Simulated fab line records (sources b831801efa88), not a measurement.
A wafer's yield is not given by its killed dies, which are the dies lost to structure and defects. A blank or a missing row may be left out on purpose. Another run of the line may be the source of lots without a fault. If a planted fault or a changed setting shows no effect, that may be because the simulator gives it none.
fab line records | flow sky130
[record] lots = 13 | wafers = 39 | lastDay = 50
route steps=708 shown FIELD_ISO@24 VT_ADJUST_LVTN@116 LI_CONTACT@374 CONTACT@420
lots with no fault: from the same line, run without faults
startH: the number of hours between the record's first day and the start of the first shown wafer of the lot | waitH: time in hours since the lot's previous step | " same as the row above | L1.1+2: several wafers, shown together as one row | - value missing, or start not given | * or withheld: withheld | < > ~ a bound
route shown NAME@n: a module of which the file shows steps, and the number in the route of the first | usual: mean and standard deviation over wafers with no fault | same: alike in all rows | chamber/n: place in a boat | sites: each site's reading | _std_site: standard deviation of those values | _edge_site: inner sites' mean taken away from outer sites' mean | radiusMm: for every site, how far away it sits from the centre of the wafer | mask NAME#n: copy n | behind: the tool/chamber that last shaped the wafer | hold: why the lot was held/for how many hours/how that ended | device: transistor that didn't switch, given as n, p or np | end of line: tests of these same wafers at the route's end | for a step that has no rows: nothing shown but its recipe | killed: the dies lost at the first sort to structure and to defects; this is not the yield of the wafer | map: a wafer's dies, marking killed ones x, the rest . and places with no die _
set.NAME: the setting the step ran with; set.NAME@STEP: the setting that earlier step ran with | model.NAME: the simulator's own value behind a step, which no gauge read
route steps across a sampled set of lots; one table per step, one row per wafer
services: from which hour (startH, from the record's first day; less than 0 if before it) a tool's chamber was out of use, for how many hours, and why
[[steps]]
[step SKY_FIELD_ISO_THK_MEAS_23]
[recipe] reads = SiO2_of_FIELD_ISO_OXIDATION_22
[usual] FIELD_ISO_OXIDATION_01_THK = 9.95/0.17
lot.wafer | tool         | chamber | startH | waitH | FIELD_ISO_OXIDATION_01_THK[nm]
L209.3    | filmMetro-02 | -       | 30.31  | 0.0   | 9.84
L209.5    | "            | -       | "      | "     | 10.02
L209.6    | "            | -       | "      | "     | 9.92
L212.1    | filmMetro-04 | -       | 47.13  | 0.0   | 10.12
L212.4    | "            | -       | "      | "     | 10.02
L212.6    | "            | -       | "      | "     | 9.77
L215.1    | filmMetro-02 | -       | 63.78  | 0.0   | 9.85
L215.2    | "            | -       | "      | "     | 10.04
L215.3    | "            | -       | "      | "     | 9.91
L217.2    | filmMetro-01 | -       | 79.24  | 0.0   | 10.40
L217.3    | "            | -       | "      | "     | 10.09
L217.6    | "            | -       | "      | "     | 10.32
L220.3    | filmMetro-02 | -       | 86.49  | 0.0   | 9.94
L220.4    | "            | -       | "      | "     | 9.82
L220.5    | "            | -       | "      | "     | 9.78
L221.1    | filmMetro-02 | -       | 98.35  | 0.0   | 10.05
L221.3    | "            | -       | "      | "     | 10.09
L221.4    | "            | -       | "      | "     | 9.95
L222.2    | filmMetro-01 | -       | 98.36  | 0.0   | 10.15
L222.3    | "            | -       | "      | "     | 10.17
L222.6    | "            | -       | "      | "     | 10.09
L223.3    | filmMetro-04 | -       | 106.18 | 0.0   | 10.11
L223.5    | "            | -       | "      | "     | 10.03
L223.6    | "            | -       | "      | "     | 9.83
L226.1    | filmMetro-02 | -       | 121.74 | 0.0   | 10.01
L226.5    | "            | -       | "      | "     | 9.76
L226.6    | "            | -       | "      | "     | 9.90
L227.2    | filmMetro-02 | -       | 128.56 | 0.0   | 9.70
L227.4    | "            | -       | "      | "     | 9.69
L227.5    | "            | -       | "      | "     | 9.82
L229.1    | filmMetro-04 | -       | 136.13 | 0.0   | 9.87
L229.5    | "            | -       | "      | "     | 9.95
L229.6    | "            | -       | "      | "     | 9.92
L230.4    | filmMetro-04 | -       | 142.84 | 0.0   | 9.64
L230.5    | "            | -       | "      | "     | 9.91
L230.6    | "            | -       | "      | "     | 10.08
L232.4    | filmMetro-01 | -       | 151.50 | 0.0   | 9.67
L232.5    | "            | -       | "      | "     | 9.72
L232.6    | "            | -       | "      | "     | 9.60
[step SKY_VT_ADJUST_LVTN_IMPLANT_19]
[recipe] species = B | energyKev = 30 | doseCm2 = 6.5e+11 | tiltDeg = withheld
[usual] doseIonsCm2 = 6.5e+11/7.3e+08 | endStationPressureTorr = 5e-06/2.4e-07 | faradayCurrentUA = 3.66/0.071
[same] implantIonAmu = 11
lot.wafer | tool         | chamber | startH | waitH | doseIonsCm2 | endStationPressureTorr | faradayCurrentUA
L209.3    | implanter-01 | 0       | 160.51 | 0.1   | 6.508e+11   | 5.26e-06               | 3.70
L209.5    | "            | 0       | "      | "     | 6.502e+11   | 5.16e-06               | 3.68
L209.6    | "            | 0       | "      | "     | 6.492e+11   | 5.51e-06               | 3.67
L212.1    | implanter-02 | 0       | 195.56 | 0.0   | 6.503e+11   | 5.05e-06               | 3.72
L212.4    | "            | 0       | "      | "     | 6.5e+11     | 5e-06                  | 3.62
L212.6    | "            | 0       | "      | "     | 6.495e+11   | 5.18e-06               | 3.59
L212.1    | implanter-02 | 0       | 195.88 | 0.3   | 6.517e+11   | 5.45e-06               | 3.68
L212.4    | "            | 0       | "      | "     | 6.504e+11   | 4.54e-06               | 3.67
L212.6    | "            | 0       | "      | "     | 6.507e+11   | 5.05e-06               | 3.68
L215.1    | implanter-01 | 0       | 218.76 | 0.0   | 6.505e+11   | 5.12e-06               | 3.61
L215.2    | "            | 0       | "      | "     | 6.502e+11   | 4.58e-06               | 3.70
L215.3    | "            | 0       | "      | "     | 6.514e+11   | 4.97e-06               | 3.65
L215.1    | implanter-01 | 0       | 219.08 | 0.3   | 6.499e+11   | 4.72e-06               | 3.57
L215.2    | "            | 0       | "      | "     | 6.484e+11   | 4.62e-06               | 3.82
L215.3    | "            | 0       | "      | "     | 6.49e+11    | 5.38e-06               | 3.68
L217.2    | implanter-03 | 0       | 228.10 | 0.0   | 6.504e+11   | 4.98e-06               | 3.65
L217.3    | "            | 0       | "      | "     | 6.506e+11   | 5.12e-06               | 3.73
L217.6    | "            | 0       | "      | "     | 6.504e+11   | 4.69e-06               | 3.79
L217.2    | implanter-03 | 0       | 228.41 | 0.3   | 6.495e+11   | 4.68e-06               | 3.67
L217.3    | "            | 0       | "      | "     | 6.514e+11   | 5.38e-06               | 3.67
L217.6    | "            | 0       | "      | "     | 6.496e+11   | 5.02e-06               | 3.70
L220.3    | implanter-03 | 0       | 234.47 | 0.1   | 6.501e+11   | 5.3e-06                | 3.56
L220.4    | "            | 0       | "      | "     | 6.51e+11    | 5.27e-06               | 3.80
L220.5    | "            | 0       | "      | "     | 6.501e+11   | 4.94e-06               | 3.62
L222.2    | implanter-01 | 0       | 252.44 | 0.0   | 6.503e+11   | 4.93e-06               | 3.62
L222.3    | "            | 0       | "      | "     | 6.503e+11   | 5.25e-06               | 3.59
L222.6    | "            | 0       | "      | "     | 6.509e+11   | 5.24e-06               | 3.56
L221.1    | implanter-01 | 0       | 254.11 | 0.0   | 6.505e+11   | 4.61e-06               | 3.71
L221.3    | "            | 0       | "      | "     | 6.516e+11   | 5.1e-06                | 3.66
L221.4    | "            | 0       | "      | "     | 6.504e+11   | 5.1e-06                | 3.70
L223.3    | implanter-03 | 0       | 265.12 | 0.1   | 6.504e+11   | 5.15e-06               | 3.77
L223.5    | "            | 0       | "      | "     | 6.497e+11   | 5.08e-06               | 3.64
L223.6    | "            | 0       | "      | "     | 6.502e+11   | 4.91e-06               | 3.68
L226.1    | implanter-01 | 0       | 283.67 | 0.0   | 6.505e+11   | 4.96e-06               | 3.84
L226.5    | "            | 0       | "      | "     | 6.498e+11   | 4.96e-06               | 3.65
L226.6    | "            | 0       | "      | "     | 6.492e+11   | 4.91e-06               | 3.84
L227.2    | implanter-03 | 0       | 292.44 | 0.0   | 6.486e+11   | 5.24e-06               | 3.63
L227.4    | "            | 0       | "      | "     | 6.486e+11   | 5.36e-06               | 3.61
L227.5    | "            | 0       | "      | "     | 6.494e+11   | 5.23e-06               | 3.78
L229.1    | implanter-02 | 0       | 301.57 | 0.0   | 6.5e+11     | 5.06e-06               | 3.68
L229.5    | "            | 0       | "      | "     | 6.487e+11   | 5.21e-06               | 3.62
L229.6    | "            | 0       | "      | "     | 6.487e+11   | 4.83e-06               | 3.67
L230.4    | implanter-02 | 0       | 317.69 | 0.1   | 6.491e+11   | 5.02e-06               | 3.67
L230.5    | "            | 0       | "      | "     | 6.489e+11   | 4.42e-06               | 3.64
L230.6    | "            | 0       | "      | "     | 6.499e+11   | 5.11e-06               | 3.71
L232.4    | implanter-02 | 0       | 323.94 | 0.1   | 6.489e+11   | 4.78e-06               | 3.54
L232.5    | "            | 0       | "      | "     | 6.495e+11   | 5.13e-06               | 3.58
L232.6    | "            | 0       | "      | "     | 6.505e+11   | 4.67e-06               | 3.79
[step SKY_VT_ADJUST_LVTN_TW_MEAS_21]
[usual] VT_ADJUST_LVTN_2_TW = 188.5/1.4
lot.wafer | tool         | chamber | startH | waitH | VT_ADJUST_LVTN_2_TW
L209.3    | filmMetro-01 | -       | 160.73 | 0.1   | 190.0
L209.5    | "            | -       | "      | "     | 188.6
L209.6    | "            | -       | "      | "     | 189.1
L212.1    | filmMetro-04 | -       | 196.13 | 0.1   | 231.4
L212.4    | "            | -       | "      | "     | 231.2
L212.6    | "            | -       | "      | "     | 232.2
L215.1    | filmMetro-04 | -       | 219.33 | 0.1   | 230.8
L215.2    | "            | -       | "      | "     | 229.8
L215.3    | "            | -       | "      | "     | 231.4
L217.2    | filmMetro-01 | -       | 228.65 | 0.1   | 229.2
L217.3    | "            | -       | "      | "     | 229.9
L217.6    | "            | -       | "      | "     | 229.4
L220.3    | filmMetro-04 | -       | 234.69 | 0.1   | 190.5
L220.4    | "            | -       | "      | "     | 189.6
L220.5    | "            | -       | "      | "     | 189.5
L222.2    | filmMetro-01 | -       | 252.67 | 0.1   | 188.7
L222.3    | "            | -       | "      | "     | 189.0
L222.6    | "            | -       | "      | "     | 188.8
L221.1    | filmMetro-03 | -       | 254.36 | 0.1   | 185.2
L221.3    | "            | -       | "      | "     | 186.8
L221.4    | "            | -       | "      | "     | 186.7
L223.3    | filmMetro-04 | -       | 265.34 | 0.1   | 189.5
L223.5    | "            | -       | "      | "     | 189.8
L223.6    | "            | -       | "      | "     | 189.1
L226.1    | filmMetro-03 | -       | 283.92 | 0.1   | 188.0
L226.5    | "            | -       | "      | "     | 187.2
L226.6    | "            | -       | "      | "     | 187.5
L227.2    | filmMetro-04 | -       | 292.68 | 0.1   | 189.2
L227.4    | "            | -       | "      | "     | 189.6
L227.5    | "            | -       | "      | "     | 188.5
L229.1    | filmMetro-01 | -       | 301.82 | 0.1   | 190.3
L229.5    | "            | -       | "      | "     | 190.1
L229.6    | "            | -       | "      | "     | 190.5
L230.4    | filmMetro-01 | -       | 317.90 | 0.1   | 189.8
L230.5    | "            | -       | "      | "     | 190.7
L230.6    | "            | -       | "      | "     | 189.9
L232.4    | filmMetro-03 | -       | 324.15 | 0.1   | 186.5
L232.5    | "            | -       | "      | "     | 186.9
L232.6    | "            | -       | "      | "     | 185.4
[step SKY_LI_CONTACT_CD_MEAS_12]
[recipe] targetCdNm = 170
[usual] cdNm = 170.0/1.4
lot.wafer | tool     | chamber | startH | waitH | cdNm
L209.3    | cdSem-01 | -       | 682.32 | -     | 169.1
L209.5    | "        | -       | "      | "     | 168.9
L209.6    | "        | -       | "      | "     | 168.5
L212.1    | cdSem-01 | -       | 718.53 | -     | 170.8
L212.4    | "        | -       | "      | "     | 170.7
L212.6    | "        | -       | "      | "     | 171.4
L215.1    | cdSem-01 | -       | 751.83 | -     | 171.9
L215.2    | "        | -       | "      | "     | 170.0
L215.3    | "        | -       | "      | "     | 171.4
L217.2    | cdSem-01 | -       | 769.40 | -     | 170.0
L217.3    | "        | -       | "      | "     | 168.1
L217.6    | "        | -       | "      | "     | 170.0
L220.3    | cdSem-01 | -       | 774.17 | -     | 170.9
L220.4    | "        | -       | "      | "     | 169.7
L220.5    | "        | -       | "      | "     | 170.6
L222.2    | cdSem-01 | -       | 787.24 | -     | 168.5
L222.3    | "        | -       | "      | "     | 169.2
L222.6    | "        | -       | "      | "     | 168.8
L221.1    | cdSem-01 | -       | 791.48 | -     | 167.0
L221.3    | "        | -       | "      | "     | 168.5
L221.4    | "        | -       | "      | "     | 168.3
L223.3    | cdSem-01 | -       | 809.92 | -     | 169.4
L223.5    | "        | -       | "      | "     | 170.3
L223.6    | "        | -       | "      | "     | 169.7
L226.1    | cdSem-01 | -       | 821.07 | -     | 168.4
L226.5    | "        | -       | "      | "     | 169.9
L226.6    | "        | -       | "      | "     | 169.0
L227.2    | cdSem-02 | -       | 825.79 | -     | 172.2
L227.4    | "        | -       | "      | "     | 171.1
L227.5    | "        | -       | "      | "     | 171.8
L229.1    | cdSem-01 | -       | 831.88 | -     | 168.9
L229.5    | "        | -       | "      | "     | 169.8
L229.6    | "        | -       | "      | "     | 169.6
L230.4    | cdSem-02 | -       | 853.38 | -     | 168.1
L230.5    | "        | -       | "      | "     | 169.9
L230.6    | "        | -       | "      | "     | 168.5
L232.4    | cdSem-01 | -       | 855.74 | -     | 168.8
L232.5    | "        | -       | "      | "     | 168.8
L232.6    | "        | -       | "      | "     | 168.8
[step SKY_CONTACT_CD_MEAS_14]
[recipe] targetCdNm = 170
[usual] cdNm = 170.2/1.7
lot.wafer | tool     | chamber | startH | waitH | cdNm
L209.3    | cdSem-01 | -       | 741.96 | -     | 168.1
L209.5    | "        | -       | "      | "     | 167.5
L209.6    | "        | -       | "      | "     | 167.3
L212.1    | cdSem-02 | -       | 776.78 | -     | 170.6
L212.4    | "        | -       | "      | "     | 170.9
L212.6    | "        | -       | "      | "     | 168.6
L215.1    | cdSem-02 | -       | 808.03 | -     | 167.9
L215.2    | "        | -       | "      | "     | 168.5
L215.3    | "        | -       | "      | "     | 168.5
L217.2    | cdSem-01 | -       | 825.80 | -     | 171.2
L217.3    | "        | -       | "      | "     | 170.1
L217.6    | "        | -       | "      | "     | 172.0
L220.3    | cdSem-01 | -       | 828.57 | -     | 171.7
L220.4    | "        | -       | "      | "     | 171.5
L220.5    | "        | -       | "      | "     | 170.0
L222.2    | cdSem-02 | -       | 842.25 | -     | 169.7
L222.3    | "        | -       | "      | "     | 170.7
L222.6    | "        | -       | "      | "     | 169.8
L221.1    | cdSem-01 | -       | 848.53 | -     | 172.1
L221.3    | "        | -       | "      | "     | 171.9
L221.4    | "        | -       | "      | "     | 172.3
L223.3    | cdSem-02 | -       | 866.68 | -     | 167.7
L223.5    | "        | -       | "      | "     | 166.6
L223.6    | "        | -       | "      | "     | 167.5
L226.1    | cdSem-01 | -       | 877.68 | -     | 171.2
L226.5    | "        | -       | "      | "     | 170.3
L226.6    | "        | -       | "      | "     | 169.6
L227.2    | cdSem-02 | -       | 880.56 | -     | 169.5
L227.4    | "        | -       | "      | "     | 169.0
L227.5    | "        | -       | "      | "     | 170.3
L229.1    | cdSem-01 | -       | 887.03 | -     | 171.1
L229.5    | "        | -       | "      | "     | 171.8
L229.6    | "        | -       | "      | "     | 171.7
L230.4    | cdSem-01 | -       | 907.39 | -     | 168.0
L230.5    | "        | -       | "      | "     | 170.0
L230.6    | "        | -       | "      | "     | 169.3
L232.4    | cdSem-02 | -       | 910.09 | -     | 170.8
L232.5    | "        | -       | "      | "     | 170.0
L232.6    | "        | -       | "      | "     | 170.9
[[services]]
tool         | chamber | startH | hours | kind
implanter-01 | -       | 192.47 | 3.8   | pm
implanter-03 | -       | 201.83 | 1.1   | repair
implanter-03 | -       | 276.29 | 2.5   | repair
implanter-03 | -       | 303.25 | 2.5   | repair
[[key]]
[firstSign] step = SKY_VT_ADJUST_LVTN_IMPLANT_19 | reading = visit | direction = added
[effect] step = SKY_VT_ADJUST_LVTN_TW_MEAS_21 | reading = VT_ADJUST_LVTN_2_TW | direction = up | sigmas = 31 | usual = 188.5 | struck = 230.6
metAt SKY_VT_ADJUST_LVTN_IMPLANT_19
struckLots L212,L215,L217
rowsEnd L215.1,L215.2,L215.3
testerLeftOut L212,L217
notActingAt SKY_FIELD_ISO_THK_MEAS_23,SKY_LI_CONTACT_CD_MEAS_12,SKY_CONTACT_CD_MEAS_14
[fault] kind = repeatedStepWhole | tool = implanter-01,implanter-02,implanter-03 | chamber = - | onsetH = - | steps = SKY_VT_ADJUST_LVTN_IMPLANT_19 | times = 1 | scope = struckLotsOnly
// testerLeftOut: of these lots the tester's yield and bins aren't shown, on N5 and GAA mostly nor the transistor test; their killed dies are dies lost to structure and defects alone, not to doping, threshold or leakage, so they don't give the yield
// rowsEnd: these wafers met a further fault down the route, and their rows from its step on are left out
